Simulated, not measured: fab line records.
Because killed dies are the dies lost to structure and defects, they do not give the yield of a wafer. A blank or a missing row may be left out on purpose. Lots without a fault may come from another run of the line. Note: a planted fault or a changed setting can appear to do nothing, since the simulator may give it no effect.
What tool caused it? | flow sky130 | 7 lots, 21 wafers sampled, at 1 step of a route of 708

== WHAT THE GAUGES READ, wafer by wafer ==
SKY_SONOS_ONO_THK_MEAS_01.
lot  | measured     | on           | SONOS_ONO_OXIDATION_THK (nm)
L308 | day 12 08:25 | filmMetro-01 | 2.67 2.66 2.63
L310 | day 13 01:23 | filmMetro-02 | 2.62 2.51 2.57
L313 | day 14 03:06 | filmMetro-01 | 2.46 2.57 2.48
L315 | day 14 19:42 | filmMetro-02 | 2.57 2.57 2.57
L317 | day 15 12:31 | filmMetro-04 | 2.60 2.60 2.57
L323 | day 17 15:23 | filmMetro-01 | 2.60 2.57 2.57
L327 | day 19 00:07 | filmMetro-01 | 2.59 2.55 2.55

== EACH LOT AND THE TOOL THAT RAN IT (in order: tool; ch and the chambers of the sampled wafers; start) ==
No process step before these readings appears in the record.

== THE ANSWER, worked out from the rows above alone ==
Rule: what is usual is taken from the lots themselves. Put in order of their means at a reading, lots are off if they are a third of the lots or fewer, leave a main group of 4 or more, and stand apart from it by a gap of 3 or more times the standard deviation of the main group's means; of several such gaps the widest counts. Not used: any main group whose means are identical at the precision the tables above print for the reading. Also off: a lot with no number at a reading for which 4 or more lots have one. The other lots that the step has rows for count as sound.
No lot is off at any reading shown: from this, nothing can be told.

== WHAT HAD BEEN PUT IN BY THE SIMULATOR ==
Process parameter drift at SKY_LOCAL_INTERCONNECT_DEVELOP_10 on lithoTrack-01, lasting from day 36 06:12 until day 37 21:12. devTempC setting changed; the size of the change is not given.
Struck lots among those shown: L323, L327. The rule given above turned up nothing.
